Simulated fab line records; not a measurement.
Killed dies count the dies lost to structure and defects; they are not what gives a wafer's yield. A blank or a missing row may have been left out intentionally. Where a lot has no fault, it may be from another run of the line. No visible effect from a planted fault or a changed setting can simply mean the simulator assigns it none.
Struck lot and sound lot, side by side -- flow sky130 -- 15 steps out of a route of 708
Sound: these wafers, L326.2, L326.3, L326.5. Wafers struck: L331.2, L331.3, L331.5. The cause comes at the end.
For every step that has rows: the tool of each side, followed by ch and its chambers, followed by its first start. Under that, the readings that differ: sound wafers -- struck wafers -- difference of the means -- sigmas: that difference in standard deviations of wafers without a fault.
alike: readings with means less than 2 such deviations apart, plus words and numbers identical on both sides. not compared: withheld readings, readings lacking a value on some wafer, bounds such as >300 that could conceal the same value, and numbers that have no deviation in the record and whose values overlap.
The two part at a step that has a row with sigmas, a row that says differs or no value, or rows on one side only. Numbers that don't overlap but have no deviation are shown without sigmas and don't part them. A reading missing from all wafers of one side parts the sides only when that side holds two or more wafers.

SKY_LI_CONTACT_BOW_MEAS_03:
  sound: film-metro-04 at day 28 22:33; struck: film-metro-02 at day 30 17:29
  alike: LI_CONTACT_BOW
then, 8 steps without rows for these wafers: SKY_LI_CONTACT_DEHYDRATE_04 (time 60 s); SKY_LI_CONTACT_HMDS_05 (prime time 60 s); SKY_LI_CONTACT_COAT_06 (resist thk 60 nm); SKY_LI_CONTACT_COAT_07 (resist thk 450 nm); SKY_LI_CONTACT_SOFTBAKE_08 (time 90 s); SKY_LI_CONTACT_EXPOSE_09 (exposes mask LICM1, target cd 170 nm); SKY_LI_CONTACT_PEB_10; SKY_LI_CONTACT_DEVELOP_11 (develop time 60 s).
SKY_LI_CONTACT_CD_MEAS_12: target cd 170 nm.
  sound: cd-sem-01 at day 30 03:22; struck: cd-sem-01 at day 31 21:31
  alike: cd-nm
SKY_LI_CONTACT_OVL_MEAS_13:
  sound: overlay-01 at day 30 03:29; struck: overlay-01 at day 31 21:37
  alike: LI_CONTACT_OVL
SKY_LI_CONTACT_ETCH_14: etches BARC in N2/H2, stops on SiO2, time 45.9 s, target depth 60 nm.
  sound on rie-diel-01 ch 1,3, day 30 03:31; struck on rie-diel-02 ch 1,2,3, day 31 21:38
  alike: bias-w, drypump-motor-current-A, oes-product-au, throttle-valve-pct
  not compared: rf-hours-counter-h
SKY_LI_CONTACT_ETCH_15: etches PSG in C4F8/O2/Ar, stops on Si, target depth 600 nm.
  sound on rie-diel-01 ch 1,3, day 30 03:33; struck on rie-diel-02 ch 1,2,3, day 31 21:41
reading,sound,struck,difference,sigmas
bias-w (W),1198 1201 1196,1070 1076 1069,-127,-42
  alike: oes-product-au
  not compared: model.KrF-thick_of_LI_CONTACT_COAT_07.thk-nm
SKY_LI_CONTACT_STRIP_16: strips in O2/N2.
  sound on plasma-asher-02 ch 1, day 30 03:38; struck on plasma-asher-04 ch 0,1, day 31 21:46
reading,sound,struck,difference,sigmas
drypump-motor-current-A (A),6.0 6.0 6.0,5.1 5.1 5.2,-0.9,-2
  alike: o2-flow-sccm, oes-product-au, strip-time-to-endpoint-s
  not compared: rf-hours-counter-h
-- record jumps: 16 days separate the struck wafers' starts on either side; left off in module LI_CONTACT, taken up again in module PAD_OPEN, whose first shown step is the route's number 708 --
SKY_PAD_OPEN_PROBE_99:
  the record has rows for the struck wafers here (prober-01, day 47 20:19) and none for the sound ones

== WHERE THEY PART ==
Earliest at SKY_LI_CONTACT_ETCH_15; latest, in this record, at SKY_PAD_OPEN_PROBE_99.

WHY: what had been put in by the simulator
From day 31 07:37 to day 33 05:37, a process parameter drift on rie-diel-02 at SKY_LI_CONTACT_ETCH_15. Setting bias-w, moved by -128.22, from 1200. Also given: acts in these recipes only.
